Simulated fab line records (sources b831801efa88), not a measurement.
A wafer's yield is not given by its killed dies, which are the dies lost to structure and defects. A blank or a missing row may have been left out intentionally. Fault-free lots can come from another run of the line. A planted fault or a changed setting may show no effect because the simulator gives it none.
Matching of chambers | flow sky130 | SKY_LI_CONTACT_CMP_02 on cmp-01: 4 sister chambers
The step polishes PSG. 14 wafers are shown with their chamber, then 7 later ones without.

## EACH WAFER AND ITS CHAMBER
wafer  | chamber | motorCurrentA (A) | timeToEndpointS (s) | edgeZonePressureFrac
L651.4 | 3       | 12.1              | 32.3                | 0.999
L651.5 | 2       | 11.8              | 33.6                | 1.000
L651.6 | 1       | 13.0              | 33.3                | 0.997
L654.1 | 2       | 12.2              | 34.6                | 1.004
L654.3 | 1       | 12.8              | 35.3                | 1.004
L654.5 | 0       | 10.7              | 35.3                | 1.005
L658.4 | 3       | 12.6              | 30.2                | 1.004
L658.5 | 2       | 11.9              | 32.3                | 1.007
L658.6 | 3       | 12.7              | 33.6                | 0.997
L662.2 | 2       | 11.8              | 34.6                | 0.996
L662.3 | 0       | 10.3              | 29.7                | 1.004
L662.5 | 0       | 10.8              | 34.5                | 1.001
L663.1 | 1       | 12.9              | 33.8                | 1.008
L663.2 | 0       | 10.6              | 35.4                | 0.988

SIGNATURES, as means of the wafers listed above
reading              | chamber 0 | chamber 1 | chamber 2 | chamber 3 | scatter within a chamber
motorCurrentA        | 10.600    | 12.900    | 11.925    | 12.467    | 0.218
timeToEndpointS      | 33.725    | 34.133    | 33.775    | 32.033    | 1.84
edgeZonePressureFrac | 0.99950   | 1.00300   | 1.00175   | 1.00000   | 0.00585
Rule: for a wafer and a chamber, the distance is found by dividing, reading by reading, the gap between the wafer's reading and the chamber's mean by the reading's scatter, squaring, summing and taking the root. The wafer belongs to the nearest chamber; if the next one is less than 2 further off, it can't be placed. The scatter: the root of (the sum of the squares of (reading less its chamber's mean) over the shown wafers, divided by (wafers less chambers)).

## WAFERS WITH NO CHAMBER GIVEN
wafer  | motorCurrentA (A) | timeToEndpointS (s) | edgeZonePressureFrac
L663.6 | 10.8              | 32.1                | 0.992
L664.2 | 11.8              | 30.8                | 0.999
L664.4 | 12.6              | 26.7                | 0.999
L664.5 | 13.5              | 27.7                | 1.005
L666.3 | 11.8              | 33.0                | 1.000
L666.4 | 11.1              | 37.7                | 0.999
L666.6 | 12.6              | 35.1                | 1.000

## EACH ONE'S CHAMBER
wafer  | from the rows above          | in truth
L663.6 | 0                            | 0
L664.2 | can't be placed: 2 or 3      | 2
L664.4 | can't be placed: 3 or 1 or 2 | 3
L664.5 | can't be placed: 1 or 3      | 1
L666.3 | 2                            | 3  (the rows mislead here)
L666.4 | can't be placed: 0 or 2      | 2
L666.6 | can't be placed: 1 or 3 or 2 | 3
Correctly placed: 1 of 7. Unplaceable from these rows: 5, with the true chamber sitting among the candidates in 5. Wrongly placed: 1.
